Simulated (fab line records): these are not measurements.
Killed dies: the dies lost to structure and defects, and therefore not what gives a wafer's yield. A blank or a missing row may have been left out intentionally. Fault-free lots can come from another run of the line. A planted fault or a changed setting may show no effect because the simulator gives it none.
A struck lot beside a sound one / flow sky130 / 14 out of 708 route steps
Sound: the wafers L189.1, L189.3, L189.6. Wafers L198.1, L198.4, L198.5 were the ones struck. At the end, the cause is stated.
Per side, at each step with rows, come the tool, then ch with its chambers, and then its first start. Under that, the readings that differ: sound wafers / struck wafers / difference of the means / sigmas: that difference in standard deviations of wafers without a fault.
alike: words and numbers the same on both sides, and readings whose means are apart by under 2 such deviations; not compared: readings that were withheld, readings missing a value for some wafer, numbers with overlapping values and no deviation given by the record, and bounds like >300 which may hide the same value.
Wherever a step has rows on one side only, a row that says differs or no value, or a row with sigmas, the two part there. Numbers that don't overlap but have no deviation are shown without sigmas and don't part them. A reading missing from all wafers of one side parts the sides only when that side holds two or more wafers.

first, 1 step without rows for these wafers: SKY_LOCAL_INTERCONNECT_CLEAN_18 (cleans in O3/DIW).
SKY_CONTACT_CVD_00: deposits Si3N4, target thk 75 nm.
  sound on pecvd-04 ch 0,1,2, day 31 09:41; struck on pecvd-02 ch 0,1,2, day 34 14:16
  alike: heater-power-w, susceptor-temp-C
SKY_CONTACT_THK_MEAS_01:
  struck on film-metro-03, day 34 14:18; sound on film-metro-01, day 31 09:43
  alike: CONTACT_CVD_00_THK
then, 1 step without rows for these wafers: SKY_CONTACT_HDPCVD_02 (deposits SiO2, target thk 565 nm, time 94.2 s).
SKY_CONTACT_THK_MEAS_03:
  struck on film-metro-01, day 34 14:26; sound on film-metro-03, day 31 09:50
  alike: CONTACT_HDPCVD_THK
SKY_CONTACT_CMP_04: polishes SiO2.
  sound on cmp-02 ch 1,3, day 31 09:54; struck on cmp-02 ch 0,1,3, day 34 14:37
  alike: motor-current-A, slurry-filter-dp-kPa, time-to-endpoint-s
SKY_CONTACT_BOW_MEAS_05:
  struck on film-metro-03, day 34 14:55; sound on film-metro-03, day 31 10:12
  alike: CONTACT_BOW
then, 5 steps without rows for these wafers: SKY_CONTACT_DEHYDRATE_06 (time 60 s); SKY_CONTACT_HMDS_07 (prime time 60 s); SKY_CONTACT_COAT_08 (resist thk 60 nm); SKY_CONTACT_COAT_09 (resist thk 450 nm); SKY_CONTACT_SOFTBAKE_10 (time 90 s).
SKY_CONTACT_EXPOSE_11: exposes mask CTM1, target cd 170 nm.
  struck on krf-scanner-01, day 35 04:35; sound on krf-scanner-02 ch 0, day 32 00:11
  no value came back on the struck wafers for exposure-dose-mJ-cm2, focus-offset-nm (nm), sigma-inner; on the sound wafers exposure-dose-mJ-cm2 reads 37.97 37.99 37.94
  alike: mask
then, 1 step without rows for these wafers: SKY_CONTACT_PEB_12.

WHERE THEY PART
Only at SKY_CONTACT_EXPOSE_11, within this record.

WHY: what had been put in by the simulator
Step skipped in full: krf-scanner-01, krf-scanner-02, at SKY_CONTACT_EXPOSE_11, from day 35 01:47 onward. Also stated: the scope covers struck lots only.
